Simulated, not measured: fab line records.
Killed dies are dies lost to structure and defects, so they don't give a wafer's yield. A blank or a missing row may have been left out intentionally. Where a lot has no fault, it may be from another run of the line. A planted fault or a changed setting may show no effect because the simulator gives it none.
Which of the tools did it? / flow sky130 / 39 wafers from 13 lots sampled at 5 of the route's 708 steps

WHAT THE GAUGES SHOWED, per wafer
The record holds no reading of a measuring or inspecting step that can be judged against a usual standard deviation.

EACH LOT AND THE TOOL THAT RAN IT (in order: tool; ch and the chambers of the sampled wafers; start)
lot=L613; SKY_RES_PROTECT_CLEAN_09=wet-bench-04 ch 1, day 14 20:22; SKY_VIA4_ETCH_12=rie-diel-02 ch 0,3, day 42 20:28; SKY_METAL5_SPUTTER_00=pvd-sputter-01, day 42 22:07; SKY_METAL5_DESCUM_14=rie-metal-04 ch 0, day 43 22:11; SKY_PAD_OPEN_PROBE_99=-
lot=L615; SKY_RES_PROTECT_CLEAN_09=wet-bench-03 ch 0, day 15 18:43; SKY_VIA4_ETCH_12=rie-diel-02 ch 0,1,3, day 43 14:40; SKY_METAL5_SPUTTER_00=pvd-sputter-02, day 43 16:02; SKY_METAL5_DESCUM_14=rie-metal-02 ch 0,1, day 44 14:46; SKY_PAD_OPEN_PROBE_99=-
lot=L617; SKY_RES_PROTECT_CLEAN_09=wet-bench-03 ch 2, day 16 18:43; SKY_VIA4_ETCH_12=rie-diel-03 ch 0,2,3, day 44 14:20; SKY_METAL5_SPUTTER_00=pvd-sputter-01, day 44 15:40; SKY_METAL5_DESCUM_14=rie-metal-03 ch 0,1, day 45 13:25; SKY_PAD_OPEN_PROBE_99=-
lot=L618; SKY_RES_PROTECT_CLEAN_09=wet-bench-01 ch 3, day 17 07:40; SKY_VIA4_ETCH_12=rie-diel-03 ch 0,3, day 44 21:51; SKY_METAL5_SPUTTER_00=pvd-sputter-02, day 44 23:13; SKY_METAL5_DESCUM_14=rie-metal-02 ch 0,1, day 45 20:56; SKY_PAD_OPEN_PROBE_99=-
lot=L620; SKY_RES_PROTECT_CLEAN_09=wet-bench-01 ch 1, day 17 14:22; SKY_VIA4_ETCH_12=rie-diel-03 ch 2,3, day 45 01:24; SKY_METAL5_SPUTTER_00=pvd-sputter-01, day 45 02:46; SKY_METAL5_DESCUM_14=rie-metal-03 ch 0,1, day 46 00:35; SKY_PAD_OPEN_PROBE_99=-
lot=L619; SKY_RES_PROTECT_CLEAN_09=wet-bench-04 ch 1, day 17 14:40; SKY_VIA4_ETCH_12=rie-diel-01 ch 2,3, day 45 02:26; SKY_METAL5_SPUTTER_00=pvd-sputter-02, day 45 03:55; SKY_METAL5_DESCUM_14=rie-metal-02 ch 0,1, day 46 01:43; SKY_PAD_OPEN_PROBE_99=-
lot=L621; SKY_RES_PROTECT_CLEAN_09=wet-bench-04 ch 2, day 18 02:19; SKY_VIA4_ETCH_12=rie-diel-01 ch 1,3, day 45 10:51; SKY_METAL5_SPUTTER_00=pvd-sputter-04, day 45 12:13; SKY_METAL5_DESCUM_14=rie-metal-03 ch 0,1, day 46 09:13; SKY_PAD_OPEN_PROBE_99=-
lot=L624; SKY_RES_PROTECT_CLEAN_09=wet-bench-04 ch 1, day 19 07:46; SKY_VIA4_ETCH_12=rie-diel-02 ch 1,2,3, day 46 04:42; SKY_METAL5_SPUTTER_00=pvd-sputter-02, day 46 09:44; SKY_METAL5_DESCUM_14=rie-metal-04 ch 0,1, day 47 02:59; SKY_PAD_OPEN_PROBE_99=-
lot=L626; SKY_RES_PROTECT_CLEAN_09=wet-bench-04 ch 1, day 19 22:23; SKY_VIA4_ETCH_12=rie-diel-02 ch 1,2,3, day 46 15:29; SKY_METAL5_SPUTTER_00=pvd-sputter-04, day 46 19:56; SKY_METAL5_DESCUM_14=rie-metal-04 ch 0,1, day 47 15:20; SKY_PAD_OPEN_PROBE_99=-
lot=L627; SKY_RES_PROTECT_CLEAN_09=wet-bench-04 ch 1, day 20 04:58; SKY_VIA4_ETCH_12=rie-diel-01 ch 0,1,3, day 46 18:13; SKY_METAL5_SPUTTER_00=pvd-sputter-04, day 46 21:26; SKY_METAL5_DESCUM_14=rie-metal-02 ch 0,1, day 47 17:42; SKY_PAD_OPEN_PROBE_99=prober-01, day 49 11:24
lot=L630; SKY_RES_PROTECT_CLEAN_09=wet-bench-04 ch 1, day 21 06:34; SKY_VIA4_ETCH_12=rie-diel-01 ch 0,1,3, day 47 12:01; SKY_METAL5_SPUTTER_00=pvd-sputter-01, day 47 13:25; SKY_METAL5_DESCUM_14=rie-metal-03 ch 0, day 48 08:52; SKY_PAD_OPEN_PROBE_99=prober-02, day 50 01:08
lot=L631; SKY_RES_PROTECT_CLEAN_09=wet-bench-01 ch 0, day 21 17:58; SKY_VIA4_ETCH_12=rie-diel-01 ch 1,2,3, day 47 19:05; SKY_METAL5_SPUTTER_00=pvd-sputter-02, day 47 20:27; SKY_METAL5_DESCUM_14=rie-metal-03 ch 0,1, day 48 15:42; SKY_PAD_OPEN_PROBE_99=-
lot=L632; SKY_RES_PROTECT_CLEAN_09=wet-bench-03 ch 1, day 22 02:25; SKY_VIA4_ETCH_12=rie-diel-03 ch 1,2,3, day 47 21:34; SKY_METAL5_SPUTTER_00=pvd-sputter-02, day 47 22:56; SKY_METAL5_DESCUM_14=rie-metal-04 ch 0,1, day 48 18:02; SKY_PAD_OPEN_PROBE_99=-
- SKY_RES_PROTECT_CLEAN_09: cleans in SC1/SC2, time 150 s.
- SKY_VIA4_ETCH_12: etches SiO2 in C4F8/O2/Ar, stops on TiN, target depth 580 nm.
- SKY_METAL5_SPUTTER_00: material Ti, target thk 15 nm, time 10 s.
- SKY_METAL5_DESCUM_14: chemistry O2, time 11 s.
- SKY_PAD_OPEN_PROBE_99

AS READ BY THE TOOLS THEMSELVES (means over the sampled wafers that have a number; for cases with no such wafer, the mark the record gives instead)
SKY_VIA4_ETCH_12.
lot=L613; tool=rie-diel-02; oes-product-au (a.u.)=0.923
lot=L615; tool=rie-diel-02; oes-product-au (a.u.)=0.924
lot=L617; tool=rie-diel-03; oes-product-au (a.u.)=0.932
lot=L618; tool=rie-diel-03; oes-product-au (a.u.)=0.926
lot=L620; tool=rie-diel-03; oes-product-au (a.u.)=0.926
lot=L619; tool=rie-diel-01; oes-product-au (a.u.)=0.924
lot=L621; tool=rie-diel-01; oes-product-au (a.u.)=0.928
lot=L624; tool=rie-diel-02; oes-product-au (a.u.)=0.930
lot=L626; tool=rie-diel-02; oes-product-au (a.u.)=0.925
lot=L627; tool=rie-diel-01; oes-product-au (a.u.)=0.925
lot=L630; tool=rie-diel-01; oes-product-au (a.u.)=0.927
lot=L631; tool=rie-diel-01; oes-product-au (a.u.)=0.929
lot=L632; tool=rie-diel-03; oes-product-au (a.u.)=0.926

SKY_METAL5_SPUTTER_00.
lot=L613; tool=pvd-sputter-01; cathode-dc-power-W (W)=3000.0; throttle-valve-pct (%)=30.0
lot=L615; tool=pvd-sputter-02; cathode-dc-power-W (W)=3000.0; throttle-valve-pct (%)=29.1
lot=L617; tool=pvd-sputter-01; cathode-dc-power-W (W)=3000.2; throttle-valve-pct (%)=29.0
lot=L618; tool=pvd-sputter-02; cathode-dc-power-W (W)=3000.1; throttle-valve-pct (%)=29.7
lot=L620; tool=pvd-sputter-01; cathode-dc-power-W (W)=3000.0; throttle-valve-pct (%)=28.9
lot=L619; tool=pvd-sputter-02; cathode-dc-power-W (W)=3000.1; throttle-valve-pct (%)=29.2
lot=L621; tool=pvd-sputter-04; cathode-dc-power-W (W)=2999.8; throttle-valve-pct (%)=30.3
lot=L624; tool=pvd-sputter-02; cathode-dc-power-W (W)=3000.2; throttle-valve-pct (%)=29.3
lot=L626; tool=pvd-sputter-04; cathode-dc-power-W (W)=3000.7; throttle-valve-pct (%)=30.5
lot=L627; tool=pvd-sputter-04; cathode-dc-power-W (W)=3000.1; throttle-valve-pct (%)=31.1
lot=L630; tool=pvd-sputter-01; cathode-dc-power-W (W)=3000.1; throttle-valve-pct (%)=29.5
lot=L631; tool=pvd-sputter-02; cathode-dc-power-W (W)=3000.3; throttle-valve-pct (%)=29.1
lot=L632; tool=pvd-sputter-02; cathode-dc-power-W (W)=3000.4; throttle-valve-pct (%)=29.8

SKY_METAL5_DESCUM_14.
lot=L613; tool=rie-metal-04; drypump-motor-current-A (A)=5.5; oes-product-au (a.u.)=1.004
lot=L615; tool=rie-metal-02; drypump-motor-current-A (A)=6.2; oes-product-au (a.u.)=1.003
lot=L617; tool=rie-metal-03; drypump-motor-current-A (A)=5.3; oes-product-au (a.u.)=1.016
lot=L618; tool=rie-metal-02; drypump-motor-current-A (A)=6.1; oes-product-au (a.u.)=0.997
lot=L620; tool=rie-metal-03; drypump-motor-current-A (A)=5.3; oes-product-au (a.u.)=1.010
lot=L619; tool=rie-metal-02; drypump-motor-current-A (A)=6.3; oes-product-au (a.u.)=0.993
lot=L621; tool=rie-metal-03; drypump-motor-current-A (A)=5.3; oes-product-au (a.u.)=1.005
lot=L624; tool=rie-metal-04; drypump-motor-current-A (A)=5.9; oes-product-au (a.u.)=0.999
lot=L626; tool=rie-metal-04; drypump-motor-current-A (A)=5.9; oes-product-au (a.u.)=1.006
lot=L627; tool=rie-metal-02; drypump-motor-current-A (A)=6.2; oes-product-au (a.u.)=0.995
lot=L630; tool=rie-metal-03; drypump-motor-current-A (A)=5.0; oes-product-au (a.u.)=1.002
lot=L631; tool=rie-metal-03; drypump-motor-current-A (A)=5.5; oes-product-au (a.u.)=1.004
lot=L632; tool=rie-metal-04; drypump-motor-current-A (A)=5.9; oes-product-au (a.u.)=0.996

SKY_PAD_OPEN_PROBE_99.
lot=L627 tool=prober-01 killed_at_M0_to_M3=48 killed_at_M4_up=2.3 killed-at-contacts=18 killed-at-front-end=18 killed-at-other=47.7 killed-dies=134 killed-open=51 killed-short=36
lot=L630 tool=prober-02 killed_at_M0_to_M3=39 killed_at_M4_up=3.0 killed-at-contacts=23 killed-at-front-end=16 killed-at-other=47.0 killed-dies=127 killed-open=43 killed-short=37

THE ANSWER, worked out from the rows above alone
Rule: the usual values come from the lots themselves. Put in order of their means at a reading, lots are off if they are a third of the lots or fewer, leave a main group of 4 or more, and stand apart from it by a gap of 3 or more times the standard deviation of the main group's means; of several such gaps the widest counts. If all means in a main group match to the digits the tables above print for the reading, that group is not used. Also off: a lot with no number at a reading for which 4 or more lots have one. The other lots that the step has rows for count as sound. First the gauges in route order, then the tools' own readings, where a lot's mean is used as printed above. At the first step where some lot is off, the reading lying furthest off is the one used; lots without a number count as furthest.
Across all readings shown, no lot is off: no conclusion can be drawn from this.

WHAT WAS PUT IN BY THE SIMULATOR
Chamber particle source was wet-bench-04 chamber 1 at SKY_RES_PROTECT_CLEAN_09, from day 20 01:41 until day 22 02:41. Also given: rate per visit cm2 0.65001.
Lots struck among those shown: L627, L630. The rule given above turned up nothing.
